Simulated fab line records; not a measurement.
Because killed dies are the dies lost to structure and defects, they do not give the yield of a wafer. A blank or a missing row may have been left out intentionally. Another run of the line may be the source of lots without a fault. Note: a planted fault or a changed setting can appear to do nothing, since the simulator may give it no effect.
A struck lot beside a sound one + flow sky130 + 18 out of 708 route steps
Sound: wafers L259.4, L259.5, L259.6. Struck: wafers L262.1, L262.2, L262.4. The cause is named last.
Per side, at each step with rows, come the tool, then ch with its chambers, and then its first start. Under that, the readings that differ: sound wafers + struck wafers + difference of the means + sigmas: that difference in standard deviations of wafers without a fault.
alike: readings with means less than 2 such deviations apart, plus words and numbers identical on both sides. not compared: withheld readings, readings lacking a value on some wafer, bounds such as >300 that could conceal the same value, and numbers that have no deviation in the record and whose values overlap.
Wherever a step has rows on one side only, a row that says differs or no value, or a row with sigmas, the two part there. When numbers do not overlap yet have no deviation, they are printed without sigmas and do not part them. A reading missing from all wafers of one side parts the sides only when that side holds two or more wafers.

first, 3 steps without rows for these wafers: SKY_VIA3_EXPOSE_09 (exposes mask VIM3, target cd 200 nm); SKY_VIA3_PEB_10; SKY_VIA3_DEVELOP_11 (develop time 60 s).
SKY_VIA3_CD_MEAS_12 targets a cd of 200 nm.
  sound on cd sem-02 at day 42 15:26; struck on cd sem-02 at day 43 12:17
  alike: cd nm
SKY_VIA3_OVL_MEAS_13:
  sound on overlay-02 at day 42 15:31; struck on overlay-02 at day 43 12:25
  alike: VIA3_OVL
SKY_VIA3_ETCH_14: etches BARC in N2/H2, stops on SiO2, time 45.9 s, target depth 60 nm.
  sound on rie diel-03 ch 0,1,2, day 42 15:32; struck on rie diel-02 ch 0,1,3, day 43 12:27
  alike: drypump motor current A, oes product au, throttle valve pct
  not compared: rf hours counter h
SKY_VIA3_ETCH_15: etches SiO2 in C4F8/O2/Ar, stops on TiN, target depth 507 nm, time 78 s.
  sound on rie diel-03 ch 0,1,2, day 42 15:34; struck on rie diel-02 ch 0,1,3, day 43 12:29
  alike: oes product au
  not compared: rf hours counter h
SKY_VIA3_STRIP_16: strips in O2/N2.
  sound on plasma asher-02 ch 0,1, day 42 15:40; struck on plasma asher-03 ch 0,1, day 43 12:33
  alike: drypump motor current A, oes product au, strip time to endpoint s
  not compared: rf hours counter h
then, 3 steps without rows for these wafers: SKY_VIA3_STRIP_17 (strips in post etch residue remover, time 1200 s); SKY_VIA3_CLEAN_18 (cleans in IPA, time 180 s); SKY_VIA3_CLEAN_19 (cleans in O3/DIW).
SKY_VIA3_SPUTTER_20: material TiN, target thk 20 nm, time 80 s.
  sound on pvd sputter-01 at day 42 16:13; struck on pvd sputter-02 at day 43 13:08
  alike: throttle valve pct
SKY_VIA3_CVD_21: deposits W, target thk 390 nm, time 117.31 s.
  sound on cvd w-01 ch 0,1, day 42 16:20; struck on cvd w-02 ch 0,1, day 43 13:12
| reading                            | sound             | struck          | difference | sigmas |
|------------------------------------|-------------------|-----------------|------------|--------|
| model.W_of_VIA3_CVD_21.thk nm (nm) | 386.9 391.7 385.3 | 114 108.2 109.4 | -277       |        |
  alike: heater power w
SKY_VIA3_RS_MEAS_22: the measuring method here is four-point-probe.
  sound on film metro-03 at day 42 16:28; struck on film metro-03 at day 43 13:20
| reading            | sound             | struck            | difference | sigmas      |
|--------------------|-------------------|-------------------|------------|-------------|
| VIA3_W_RS (ohm/sq) | 0.297 0.293 0.298 | 1.032 1.089 1.079 | +0.771     | +99 or more |
SKY_VIA3_THK_MEAS_23: measures by xrf.
  sound on film metro-03 at day 42 16:34; struck on film metro-03 at day 43 13:27
| reading         | sound       | struck      | difference | sigmas |
|-----------------|-------------|-------------|------------|--------|
| VIA3_W_THK (nm) | 370 376 371 | 112 106 107 | -264       | -36    |
SKY_VIA3_CMP_24: polishes, stops on SiO2, t overpolish 20 s, target thk 0 nm.
  sound on cmp-01 ch 0,1,2, day 42 16:41; struck on cmp-02 ch 1,2,3, day 43 13:34
| reading                | sound     | struck   | difference | sigmas |
|------------------------|-----------|----------|------------|--------|
| time to endpoint s (s) | 90 100 90 | 35 28 30 | -62        | -12    |
  alike: motor current A, slurry flow ml min
SKY_METAL4_SPUTTER_00: material Ti, target thk 15 nm, time 10 s.
  sound on pvd sputter-04 at day 42 16:53; struck on pvd sputter-04 at day 43 13:49
  alike: throttle valve pct
-- the record jumps here: 5 days lie between the struck wafers' starts before and after (it left off in module METAL4 and takes up again in module PAD_OPEN, whose first step shown is number 708 of the route) --
SKY_PAD_OPEN_PROBE_99:
  sound on prober-02 at day 48 06:47; struck on prober-01 at day 48 22:44
  alike: defect limited yield, killed_at_M0_to_M3, killed_at_M4_up, killed at contacts, killed at front end, killed at other, killed dies, killed open, killed short, sort_bin_3_pad_short, sort_bin_5_function, sort_bin_6_memory, sort n pass, sort yield pct

== WHERE THEY PART ==
Earliest at SKY_VIA3_RS_MEAS_22; latest, in this record, at SKY_VIA3_CMP_24. Later steps at which nothing parts them and some readings are alike: SKY_METAL4_SPUTTER_00, SKY_PAD_OPEN_PROBE_99.

WHY: whatever the simulator had introduced
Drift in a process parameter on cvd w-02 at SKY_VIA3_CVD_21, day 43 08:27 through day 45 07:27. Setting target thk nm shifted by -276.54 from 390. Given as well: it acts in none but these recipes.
